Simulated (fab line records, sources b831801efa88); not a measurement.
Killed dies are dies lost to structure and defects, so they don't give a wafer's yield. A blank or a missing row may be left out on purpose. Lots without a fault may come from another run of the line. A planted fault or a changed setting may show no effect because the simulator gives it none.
fab line records | flow sky130
record lots=5 wafers=23
route steps=708 shown SONOS_TUNNEL@158 SONOS_ONO@170 POLY_GATE@213 RES_PROTECT@214 LDD_N@249 LDD_P@259
start_h: hours from the record's first day to the start of the lot's first wafer shown | wait_h: hours since the lot's step before | " the same as in the row above | L1.1+2: a row that stands for several wafers | - no value, or no start given | * or withheld: withheld | < > ~ a bound
route shown NAME@n: a module of which the file shows steps, and the number in the route of the first | usual: mean/standard deviation of fault-free wafers | same: alike in all rows | chamber/n: place in a boat | sites: the reading at each site | _std_site: their standard deviation | _edge_site: outer sites' mean less inner sites' | radius_mm: how far each site lies from the wafer's centre | mask NAME#n: copy n | behind: the tool/chamber that last shaped the wafer | hold: why the lot was held/for how many hours/how that ended | device: the transistor (n, p or np) that didn't switch | end of line: the same wafers' tests at the end of the route | a step without rows: its recipe alone | killed: dies lost to structure and defects at the first sort, not the wafer's yield | map: a wafer's dies, x killed, . not, _ none there
set.NAME: the setting as run; set.NAME@STEP: as run at that earlier step | model.NAME: the simulator's own value behind a step, which no gauge read
lots whose settings were changed on purpose; a table a step, a row a wafer
## steps
# step SKY_SONOS_TUNNEL_EXPOSE_04
# recipe mask_id=TUNM na=0.6 source_shape=conventional sigma_outer=0.6 polarization=unpolarized target_cd_nm=410 dose_mj=136
# columns lot.wafer tool chamber start_h wait_h mask set.dose_mj
L076.2+3+4 iline_stepper-01 0 - - TUNM#0 136
L080.1+2 iline_stepper-01 0 - - TUNM#0 136
L080.3+4+6 " 0 " " TUNM#0 145.7
L081.1+5 iline_stepper-01 0 - - TUNM#0 136
L081.2+3+4 " 0 " " TUNM#0 145.4
L082.1+3+4 iline_stepper-02 0 - - TUNM#0 136
L082.2+6 " 0 " " TUNM#0 143.6
L083.2+4+6 iline_stepper-01 0 - - TUNM#0 144.2
L083.3+5 " 0 " " TUNM#0 136
# step SKY_SONOS_TUNNEL_PEB_05
# recipe temp_c=withheld time_s=* resist=NOVOLAK
# step SKY_SONOS_TUNNEL_DEVELOP_06
# recipe resist=NOVOLAK developer=TMAH develop_time_s=61.5 dev_temp_c=23
# columns lot.wafer tool chamber start_h wait_h set.dose_mj@SONOS_TUNNEL_EXPOSE_04 model.SONOS_TUNNEL.cd_nm
L076.2 litho_track-02 0 268.08 0.1 136 410.6
L076.3 " 0 " " 136 409.4
L076.4 " 0 " " 136 408
L080.1 litho_track-01 0 299.47 0.1 136 410.3
L080.2 " 0 " " 136 413.7
L080.3 " 0 " " 145.7 431.4
L080.4 " 0 " " 145.7 433.8
L080.6 " 0 " " 145.7 432.6
L081.1 litho_track-02 0 308.20 0.1 136 412.3
L081.2 " 0 " " 145.4 428.1
L081.3 " 0 " " 145.4 428.6
L081.4 " 0 " " 145.4 427.3
L081.5 " 0 " " 136 410.9
L082.1 litho_track-02 0 318.45 0.1 136 407
L082.2 " 0 " " 143.6 424.7
L082.3 " 0 " " 136 408.8
L082.4 " 0 " " 136 412.1
L082.6 " 0 " " 143.6 426.4
L083.2 litho_track-02 0 323.73 0.1 144.2 431.1
L083.3 " 0 " " 136 414.9
L083.4 " 0 " " 144.2 428
L083.5 " 0 " " 136 413.7
L083.6 " 0 " " 144.2 428.7
# step SKY_SONOS_TUNNEL_CD_MEAS_07
# recipe target_cd_nm=410
# usual cd_nm=410.1/2.1
# columns lot.wafer tool chamber start_h wait_h set.dose_mj@SONOS_TUNNEL_EXPOSE_04 cd_nm
L076.2 cd_sem-01 - 268.22 0.1 136 410.4
L076.3 " - " " 136 409.3
L076.4 " - " " 136 408.1
L080.1 cd_sem-01 - 299.62 0.1 136 410.1
L080.2 " - " " 136 413.9
L080.3 " - " " 145.7 431.6
L080.4 " - " " 145.7 433.6
L080.6 " - " " 145.7 432.8
L081.1 cd_sem-01 - 308.35 0.1 136 412.6
L081.2 " - " " 145.4 428.2
L081.3 " - " " 145.4 428.6
L081.4 " - " " 145.4 427.2
L081.5 " - " " 136 410.9
L082.1 cd_sem-02 - 318.60 0.1 136 407.3
L082.2 " - " " 143.6 424.7
L082.3 " - " " 136 408.9
L082.4 " - " " 136 411.8
L082.6 " - " " 143.6 426.3
L083.2 cd_sem-02 - 323.87 0.1 144.2 431.0
L083.3 " - " " 136 415.4
L083.4 " - " " 144.2 428.2
L083.5 " - " " 136 413.7
L083.6 " - " " 144.2 428.5
# step SKY_SONOS_ONO_CVD_02
# recipe material=Si3N4 precursor=DCS/NH3 target_thk_nm=10.5 temp_c=770 time_s=180 pressure_mtorr=250
# columns lot.wafer tool chamber start_h wait_h set.pressure_mtorr model.Si3N4_of_SONOS_ONO_CVD_02.thk_nm
L076.2 lpcvd-02 0 271.36 0.0 250 10.53
L076.3 " 0 " " 250 10.4
L076.4 " 0 " " 250 10.45
L080.1 - - - 2.4 250 10.46
L080.2 " - " " 250 10.56
L080.3 " - " " 250 10.52
L080.4 " - " " 250 10.59
L080.6 " - " " 250 10.42
L081.1 - - - 0.1 250 10.52
L081.2 " - " " 250 10.49
L081.3 " - " " 250 10.46
L081.4 " - " " 250 10.55
L081.5 " - " " 250 10.43
L082.1 - - - 0.1 270.8 10.77
L082.2 " - " " 270.8 10.68
L082.3 " - " " 270.8 10.88
L082.4 " - " " 270.8 10.89
L082.6 " - " " 270.8 10.81
L083.2+3 - - - 1.1 260.1 10.75
L083.4 " - " " 260.1 10.8
L083.5 " - " " 260.1 10.81
L083.6 " - " " 260.1 10.82
# step SKY_SONOS_ONO_EXPOSE_10
# recipe mask_id=ONOM target_cd_nm=410 na=0.6 source_shape=conventional sigma_outer=0.6 dose_mj=150
# columns lot.wafer tool chamber start_h wait_h mask set.dose_mj
L076.2+3+4 iline_stepper-02 0 - - ONOM#0 150
L080.1+4+6 iline_stepper-02 0 - - ONOM#0 150
L080.2+3 " 0 " " ONOM#0 160.8
L081.1+2+5 iline_stepper-01 0 - - ONOM#0 144.1
L081.3+4 " 0 " " ONOM#0 150
L082.1+4+6 iline_stepper-01 0 - - ONOM#0 157.1
L082.2+3 " 0 " " ONOM#0 150
L083.2+6 iline_stepper-02 0 - - ONOM#0 150
L083.3+4+5 " 0 " " ONOM#0 155.1
# step SKY_SONOS_ONO_PEB_11
# recipe temp_c=withheld time_s=* resist=NOVOLAK
# step SKY_SONOS_ONO_DEVELOP_12
# recipe develop_time_s=60 dev_temp_c=23
# step SKY_SONOS_ONO_CD_MEAS_13
# recipe target_cd_nm=410
# usual cd_nm=409.8/2.3
# columns lot.wafer tool chamber start_h wait_h set.dose_mj@SONOS_ONO_EXPOSE_10 cd_nm
L076.2 cd_sem-02 - 297.96 0.1 150 409.0
L076.3 " - " " 150 412.9
L076.4 " - " " 150 412.0
L080.1 cd_sem-02 - 334.22 0.1 150 412.5
L080.2 " - " " 160.8 390.3
L080.3 " - " " 160.8 390.4
L080.4 " - " " 150 409.7
L080.6 " - " " 150 408.3
L081.1 cd_sem-01 - 339.37 0.1 144.1 423.3
L081.2 " - " " 144.1 422.2
L081.3 " - " " 150 410.7
L081.4 " - " " 150 413.0
L081.5 " - " " 144.1 421.5
L082.1 cd_sem-01 - 349.90 0.1 157.1 398.0
L082.2 " - " " 150 412.1
L082.3 " - " " 150 409.7
L082.4 " - " " 157.1 399.7
L082.6 " - " " 157.1 396.6
L083.2 cd_sem-01 - 356.47 0.1 150 408.4
L083.3 " - " " 155.1 399.2
L083.4 " - " " 155.1 398.3
L083.5 " - " " 155.1 397.7
L083.6 " - " " 150 410.4
# step SKY_SONOS_ONO_ETCH_15
# recipe target_depth_nm=19.52 chemistry=CHF3/O2 source_w=600 bias_w=200 pressure_mtorr=40 chf3_flow_sccm=50 O2_flow_sccm=5 time_s=7.8
# columns lot.wafer tool chamber start_h wait_h set.time_s set.dose_mj@SONOS_ONO_EXPOSE_10 model.SONOS_ONO.cd_nm model.SONOS_ONO.feature_depth_nm
L076.2 rie_diel-03 2 298.09 0.0 7.8 150 409.1 19.29
L076.3 " 1 " " 7.8 150 413 19.61
L076.4 " 0 " " 7.8 150 412 19.52
L080.1 rie_diel-04 1 334.38 0.0 7.8 150 412.2 19.72
L080.2 " 2 " " 7.401 160.8 390.2 18.76
L080.3 " 0 " " 7.8 160.8 390.4 19.62
L080.4 " 3 " " 7.401 150 410.1 18.61
L080.6 " 0 " " 7.401 150 408.7 18.46
L081.1 rie_diel-02 1 339.53 0.0 7.8 144.1 423.1 19.3
L081.2 " 2 " " 7.8 144.1 422.6 19.59
L081.3 " 3 " " 8.545 150 410.9 21.47
L081.4 " 0 " " 8.545 150 413 21.26
L081.5 " 1 " " 8.545 144.1 421.6 21.13
L082.1 rie_diel-04 2 350.06 0.0 6.856 157.1 397.7 17.02
L082.2 " 3 " " 7.8 150 412.3 19.41
L082.3 " 0 " " 6.856 150 409.5 17.05
L082.4 " 1 " " 7.8 157.1 399.8 19.47
L082.6 " 1 " " 6.856 157.1 396.6 17.06
L083.2 rie_diel-04 3 356.61 0.0 7.8 150 408.8 19.41
L083.3 " 0 " " 7.8 155.1 399.1 19.55
L083.4 " 2 " " 7.8 155.1 398.5 19.42
L083.5 " 2 " " 7.8 155.1 397.6 19.43
L083.6 " 1 " " 7.8 150 410.1 19.71
# step SKY_POLY_GATE_IMPLANT_02
# recipe species=P energy_kev=30 dose_cm2=7.7e+15 tilt_deg=0
# columns lot.wafer tool chamber start_h wait_h set.energy_kev model.implant.drp_nm
L076.2+3+4 implanter-04 0 356.96 0.1 30 16.6
L080.1+6 implanter-04 0 397.04 0.1 30 16.6
L080.2+3+4 " 0 " " 29.31 16.37
L081.1+2+3+4+5 implanter-02 0 406.99 0.1 30 16.6
L082.1+6 implanter-04 0 415.59 0.1 30.97 17.05
L082.2+3+4 " 0 " " 30 16.6
L083.2+3+4+5+6 implanter-03 0 420.69 0.1 30 16.6
# step SKY_RES_PROTECT_STRIP_07
# recipe chemistry=O2/N2 power_w=1400 pressure_mtorr=1500 platen_temp_c=withheld o2_flow_sccm=3000 n2_flow_sccm=300 overash_fraction=0.5
# usual strip_time_to_endpoint_s=23.26/0.037
# columns lot.wafer tool chamber start_h wait_h set.energy_kev@POLY_GATE_IMPLANT_02 strip_time_to_endpoint_s
L076.2 plasma_asher-02 0 357.09 0.1 30 23.33
L076.3 " 1 " " 30 23.28
L076.4 " 0 " " 30 23.27
L080.1 plasma_asher-01 0 397.19 0.1 30 23.23
L080.2 " 1 " " 29.31 23.02
L080.3 " 1 " " 29.31 23.03
L080.4 " 0 " " 29.31 23.01
L080.6 " 0 " " 30 23.24
L081.1 plasma_asher-01 1 407.14 0.1 30 23.22
L081.2 " 0 " " 30 23.26
L081.3 " 1 " " 30 23.23
L081.4 " 0 " " 30 23.26
L081.5 " 0 " " 30 23.24
L082.1 plasma_asher-01 0 415.74 0.1 30.97 23.57
L082.2 " 1 " " 30 23.27
L082.3 " 0 " " 30 23.28
L082.4 " 1 " " 30 23.28
L082.6 " 1 " " 30.97 23.55
L083.2 plasma_asher-03 0 420.82 0.1 30 23.26
L083.3 " 1 " " 30 23.25
L083.4 " 0 " " 30 23.28
L083.5 " 0 " " 30 23.25
L083.6 " 1 " " 30 23.24
# step SKY_POLY_GATE_EXPOSE_10
# recipe mask_id=P1M na=0.68 source_shape=conventional sigma_outer=0.6 target_cd_nm=150 dose_mj=28
# columns lot.wafer tool chamber start_h wait_h mask set.dose_mj
L076.2+3+4 krf_scanner-02 0 - - P1M#0 28
L080.1+2+3+4+6 krf_scanner-01 0 - - P1M#0 28
L081.1+3+5 krf_scanner-01 0 - - P1M#0 28.84
L081.2+4 " 0 " " P1M#0 28
L082.1+2+3 krf_scanner-02 0 - - P1M#0 28
L082.4+6 " 0 " " P1M#0 29.69
L083.2+5+6 krf_scanner-02 0 - - P1M#0 28
L083.3+4 " 0 " " P1M#0 27.17
# step SKY_POLY_GATE_PEB_11
# recipe peb_temp_c=withheld peb_time_s=withheld resist=KrF-thick
# step SKY_POLY_GATE_DEVELOP_12
# recipe develop_time_s=60 resist=KrF-thick dev_temp_c=21
# step SKY_POLY_GATE_CD_MEAS_13
# recipe target_cd_nm=150
# usual cd_nm=150.8/1.3
# columns lot.wafer tool chamber start_h wait_h set.dose_mj@POLY_GATE_EXPOSE_10 cd_nm
L076.2 cd_sem-02 - 388.69 - 28 150.5
L076.3 " - " " 28 151.8
L076.4 " - " " 28 150.0
L080.1 cd_sem-02 - 429.90 - 28 151.5
L080.2 " - " " 28 149.4
L080.3 " - " " 28 150.4
L080.4 " - " " 28 150.8
L080.6 " - " " 28 151.3
L081.1 cd_sem-02 - 438.82 - 28.84 148.3
L081.2 " - " " 28 152.5
L081.3 " - " " 28.84 148.1
L081.4 " - " " 28 154.0
L081.5 " - " " 28.84 148.2
L082.1 cd_sem-01 - 448.12 - 28 151.7
L082.2 " - " " 28 151.7
L082.3 " - " " 28 151.6
L082.4 " - " " 29.69 142.1
L082.6 " - " " 29.69 142.2
L083.2 cd_sem-02 - 453.96 - 28 149.9
L083.3 " - " " 27.17 155.5
L083.4 " - " " 27.17 156.1
L083.5 " - " " 28 150.9
L083.6 " - " " 28 152.2
# step SKY_POLY_GATE_ETCH_15
# recipe chemistry=N2/H2 target=BARC ion_energy_ev=200 source_w=500 bias_w=100 pressure_mtorr=30 n2_flow_sccm=100 h2_flow_sccm=200 stop_on=SiO2 time_s=118.5 target_depth_a=1100
# columns lot.wafer tool chamber start_h wait_h set.dose_mj@POLY_GATE_EXPOSE_10 model.POLY_GATE.cd_nm
L076.2 rie_diel-04 1 388.83 0.0 28 152.1
L076.3 " 3 " " 28 150.8
L076.4 " 0 " " 28 152.6
L080.1 rie_diel-03 1 430.06 0.0 28 149
L080.2 " 2 " " 28 151.8
L080.3 " 0 " " 28 151.6
L080.4 " 3 " " 28 150.1
L080.6 " 0 " " 28 150.7
L081.1+5 rie_diel-04 0,1 438.98 0.0 28.84 150.9
L081.2 " 1 " " 28 155.7
L081.3 " 3 " " 28.84 149.2
L081.4 " 2 " " 28 157.3
L082.1 rie_diel-03 3 448.28 0.0 28 150.6
L082.2 " 0 " " 28 151.6
L082.3 " 1 " " 28 149.3
L082.4 " 2 " " 29.69 143.6
L082.6 " 2 " " 29.69 143
L083.2 rie_diel-01 1 454.09 0.0 28 152
L083.3 " 0 " " 27.17 159.8
L083.4 " 0 " " 27.17 159.5
L083.5 " 3 " " 28 151.7
L083.6 " 1 " " 28 153.4
# step SKY_POLY_GATE_ETCH_16
# recipe stop_on=poly-Si chemistry=CH3F/O2 target=Si3N4 source_w=400 bias_w=80 pressure_mtorr=25 ch3f_flow_sccm=40 O2_flow_sccm=30 time_s=147.5 target_depth_a=750
# columns lot.wafer tool chamber start_h wait_h set.dose_mj@POLY_GATE_EXPOSE_10 model.POLY_GATE.cd_nm
L076.2 rie_diel-04 1 388.91 0.0 28 151.9
L076.3 " 3 " " 28 150.7
L076.4 " 0 " " 28 152.6
L080.1 rie_diel-03 1 430.14 0.0 28 149.3
L080.2 " 2 " " 28 151.4
L080.3 " 0 " " 28 151.8
L080.4 " 3 " " 28 150
L080.6 " 0 " " 28 150.8
L081.1 rie_diel-04 0 439.06 0.0 28.84 150.6
L081.2 " 1 " " 28 155.6
L081.3 " 3 " " 28.84 148.9
L081.4 " 2 " " 28 157.4
L081.5 " 1 " " 28.84 150.7
L082.1 rie_diel-03 3 448.36 0.0 28 150.7
L082.2 " 0 " " 28 151.8
L082.3 " 1 " " 28 149.3
L082.4 " 2 " " 29.69 143.5
L082.6 " 2 " " 29.69 142.7
L083.2 rie_diel-01 1 454.17 0.0 28 151.9
L083.3 " 0 " " 27.17 159.9
L083.4 " 0 " " 27.17 159.8
L083.5 " 3 " " 28 151.8
L083.6 " 1 " " 28 153.4
# step SKY_POLY_GATE_ETCH_17
# recipe target_depth_nm=180 stop_on=SiO2 over_etch_frac=0.56667 chemistry=HBr/Cl2 target=poly-Si icp_w=400 bias_w=100 pressure_mtorr=10 HBr_flow_sccm=150 Cl2_flow_sccm=50 time_s=69.55
# columns lot.wafer tool chamber start_h wait_h set.dose_mj@POLY_GATE_EXPOSE_10 model.POLY_GATE.cd_nm
L076.2 rie_si-02 3 389.01 0.0 28 150.1
L076.3 " 2 " " 28 151.3
L076.4 " 1 " " 28 152
L080.1 rie_si-02 0 430.24 0.0 28 150.6
L080.2 " 3 " " 28 151.7
L080.3 " 1 " " 28 153.2
L080.4 " 2 " " 28 151.4
L080.6 " 2 " " 28 151.9
L081.1 rie_si-02 2 439.16 0.0 28.84 151.4
L081.2 " 1 " " 28 156.4
L081.3 " 3 " " 28.84 149.1
L081.4 " 0 " " 28 158.1
L081.5 " 3 " " 28.84 151.5
L082.1 rie_si-02 3 448.46 0.0 28 151.3
L082.2 " 2 " " 28 152.8
L082.3 " 0 " " 28 149
L082.4 " 1 " " 29.69 144
L082.6 " 2 " " 29.69 142.8
L083.2 rie_si-01 3 454.27 0.0 28 150.2
L083.3 " 0 " " 27.17 160.4
L083.4 " 1 " " 27.17 158.5
L083.5 " 1 " " 28 150.1
L083.6 " 2 " " 28 153
# step SKY_POLY_GATE_OXIDATION_20
# recipe temp_c=850 ambient=O2 stabilise_s=600 purge_s=300 target_thk_a=40 ox_time_s=899
# columns lot.wafer tool chamber start_h wait_h set.ox_time_s model.SiO2_of_POLY_GATE_OXIDATION_20.thk_nm
L076.2 furnace-01 0 389.72 0.5 899 3.993
L076.3 " 0 " " 899 4.001
L076.4 " 0 " " 899 3.925
L080.1 - - - 1.4 845.3 3.744
L080.2 " - " " 845.3 3.767
L080.3 " - " " 845.3 3.709
L080.4 " - " " 845.3 3.692
L080.6 " - " " 845.3 3.759
L081.1 - - - 0.0 968.7 4
L081.2 " - " " 968.7 4.097
L081.3 " - " " 968.7 4.12
L081.4 " - " " 968.7 4.087
L081.5 " - " " 968.7 4.122
L082.1 - - - 0.0 899 3.915
L082.2 " - " " 899 3.8
L082.3 " - " " 899 3.848
L082.4 " - " " 899 3.873
L082.6 " - " " 899 3.88
L083.2 - - - 2.4 899 3.787
L083.3 " - " " 899 3.812
L083.4 " - " " 899 3.809
L083.5 " - " " 899 3.843
L083.6 " - " " 899 3.841
# step SKY_POLY_GATE_CD_MEAS_22
# usual cd_nm=151.8/2.7
# columns lot.wafer tool chamber start_h wait_h set.dose_mj@POLY_GATE_EXPOSE_10 cd_nm
L076.2 cd_sem-02 - 391.06 0.1 28 150.4
L076.3 " - " " 28 151.2
L076.4 " - " " 28 152.2
L080.1 cd_sem-02 - 433.17 0.1 28 150.6
L080.2 " - " " 28 151.7
L080.3 " - " " 28 152.9
L080.4 " - " " 28 151.4
L080.6 " - " " 28 151.5
L081.1 cd_sem-01 - 440.67 0.1 28.84 151.5
L081.2 " - " " 28 156.4
L081.3 " - " " 28.84 149.1
L081.4 " - " " 28 158.4
L081.5 " - " " 28.84 151.2
L082.1 cd_sem-02 - 449.97 0.1 28 151.3
L082.2 " - " " 28 152.9
L082.3 " - " " 28 148.8
L082.4 " - " " 29.69 144.1
L082.6 " - " " 29.69 142.5
L083.2 cd_sem-01 - 458.25 0.1 28 150.4
L083.3 " - " " 27.17 160.6
L083.4 " - " " 27.17 158.4
L083.5 " - " " 28 150.0
L083.6 " - " " 28 153.2
# step SKY_LDD_N_IMPLANT_12
# recipe species=BF2 energy_kev=50 dose_cm2=5e+12 tilt_deg=30 rotation_deg=0
# columns lot.wafer tool chamber start_h wait_h set.energy_kev model.implant.rp_nm model.implant.drp_nm
L076.2+3+4 implanter-01 0 421.56 0.1 50 32.82 18.83
L080.1+2+3+4+6 implanter-03 0 465.41 0.1 50 32.4 18.83
L081.1+3+4 implanter-01 0 472.46 0.1 51.2 33.76 19.16
L081.2+5 " 0 " " 50 32.98 18.83
L082.1+3+6 implanter-02 0 481.94 0.1 50 32.33 18.83
L082.2+4 " 0 " " 47.58 30.78 18.17
L083.2+3+5 implanter-03 0 490.75 0.1 52.2 33.25 19.44
L083.4+6 " 0 " " 50 31.87 18.83
# step SKY_LDD_P_EXPOSE_04
# recipe mask_id=PSDM na=0.6 source_shape=conventional sigma_outer=0.6 polarization=unpolarized target_cd_nm=380 dose_mj=138
# columns lot.wafer tool chamber start_h wait_h mask set.dose_mj
L076.2+3+4 iline_stepper-01 0 - - PSDM#0 138
L080.1+4+6 iline_stepper-02 0 - - PSDM#0 138
L080.2+3 " 0 " " PSDM#0 133.7
L081.1+2+3 iline_stepper-02 0 - - PSDM#0 146.6
L081.4+5 " 0 " " PSDM#0 138
L082.1+2+3+4+6 iline_stepper-02 0 - - PSDM#0 138
L083.2+4+6 iline_stepper-02 0 - - PSDM#0 138
L083.3+5 " 0 " " PSDM#0 129
# step SKY_LDD_P_PEB_05
# recipe temp_c=withheld time_s=* resist=NOVOLAK
# step SKY_LDD_P_DEVELOP_06
# recipe resist=NOVOLAK developer=TMAH develop_time_s=60 dev_temp_c=23
# step SKY_LDD_P_CD_MEAS_07
# recipe target_cd_nm=380
# usual cd_nm=381.6/2.8
# columns lot.wafer tool chamber start_h wait_h set.dose_mj@LDD_P_EXPOSE_04 cd_nm
L076.2 cd_sem-01 - 454.22 0.1 138 376.1
L076.3 " - " " 138 376.8
L076.4 " - " " 138 374.7
L080.1 cd_sem-02 - 497.80 0.1 138 382.7
L080.2 " - " " 133.7 374.1
L080.3 " - " " 133.7 374.3
L080.4 " - " " 138 384.8
L080.6 " - " " 138 382.4
L081.1 cd_sem-01 - 504.87 0.1 146.6 398.3
L081.2 " - " " 146.6 398.1
L081.3 " - " " 146.6 399.0
L081.4 " - " " 138 379.4
L081.5 " - " " 138 378.5
L082.1 cd_sem-01 - 513.62 0.1 138 383.9
L082.2 " - " " 138 383.7
L082.3 " - " " 138 382.9
L082.4 " - " " 138 381.9
L082.6 " - " " 138 382.1
L083.2 cd_sem-02 - 522.47 0.1 138 381.5
L083.3 " - " " 129 361.7
L083.4 " - " " 138 378.6
L083.5 " - " " 129 359.7
L083.6 " - " " 138 380.1
## key
split step=SKY_SONOS_TUNNEL_EXPOSE_04 setting=dose_mj stated=136 by=wafer
response step=SKY_SONOS_TUNNEL_DEVELOP_06 reading=model.SONOS_TUNNEL.cd_nm change=+2.66 per=1% r=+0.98
response step=SKY_SONOS_TUNNEL_CD_MEAS_07 reading=cd_nm change=+2.64 per=1% r=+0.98
split step=SKY_SONOS_ONO_CVD_02 setting=pressure_mtorr stated=250 by=lot
response step=SKY_SONOS_ONO_CVD_02 reading=model.Si3N4_of_SONOS_ONO_CVD_02.thk_nm change=+0.0417 per=1% r=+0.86
split step=SKY_SONOS_ONO_EXPOSE_10 setting=dose_mj stated=150 by=wafer
response step=SKY_SONOS_ONO_CD_MEAS_13 reading=cd_nm change=-2.78 per=1% r=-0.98
response step=SKY_SONOS_ONO_ETCH_15 reading=model.SONOS_ONO.cd_nm change=-2.8 per=1% r=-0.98
split step=SKY_SONOS_ONO_ETCH_15 setting=time_s stated=7.8 by=wafer
response step=SKY_SONOS_ONO_ETCH_15 reading=model.SONOS_ONO.feature_depth_nm change=+0.197 per=1% r=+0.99
split step=SKY_POLY_GATE_IMPLANT_02 setting=energy_kev stated=30 by=wafer
response step=SKY_POLY_GATE_IMPLANT_02 reading=model.implant.drp_nm change=+0.126 per=1% r=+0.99
response step=SKY_RES_PROTECT_STRIP_07 reading=strip_time_to_endpoint_s change=* per=1% r=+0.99
split step=SKY_POLY_GATE_EXPOSE_10 setting=dose_mj stated=28 by=wafer
response step=SKY_POLY_GATE_CD_MEAS_13 reading=cd_nm change=-1.6 per=1% r=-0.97
response step=SKY_POLY_GATE_ETCH_15 reading=model.POLY_GATE.cd_nm change=-1.54 per=1% r=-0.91
response step=SKY_POLY_GATE_ETCH_16 reading=model.POLY_GATE.cd_nm change=-1.6 per=1% r=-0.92
response step=SKY_POLY_GATE_ETCH_17 reading=model.POLY_GATE.cd_nm change=-1.67 per=1% r=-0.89
response step=SKY_POLY_GATE_CD_MEAS_22 reading=cd_nm change=-1.68 per=1% r=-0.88
split step=SKY_POLY_GATE_OXIDATION_20 setting=ox_time_s stated=899 by=lot
response step=SKY_POLY_GATE_OXIDATION_20 reading=model.SiO2_of_POLY_GATE_OXIDATION_20.thk_nm change=+0.0257 per=1% r=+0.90
split step=SKY_LDD_N_IMPLANT_12 setting=energy_kev stated=50 by=wafer
response step=SKY_LDD_N_IMPLANT_12 reading=model.implant.rp_nm change=+0.319 per=1% r=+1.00
response step=SKY_LDD_N_IMPLANT_12 reading=model.implant.drp_nm change=+0.138 per=1% r=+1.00
split step=SKY_LDD_P_EXPOSE_04 setting=dose_mj stated=138 by=wafer
response step=SKY_LDD_P_CD_MEAS_07 reading=cd_nm change=+3.03 per=1% r=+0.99
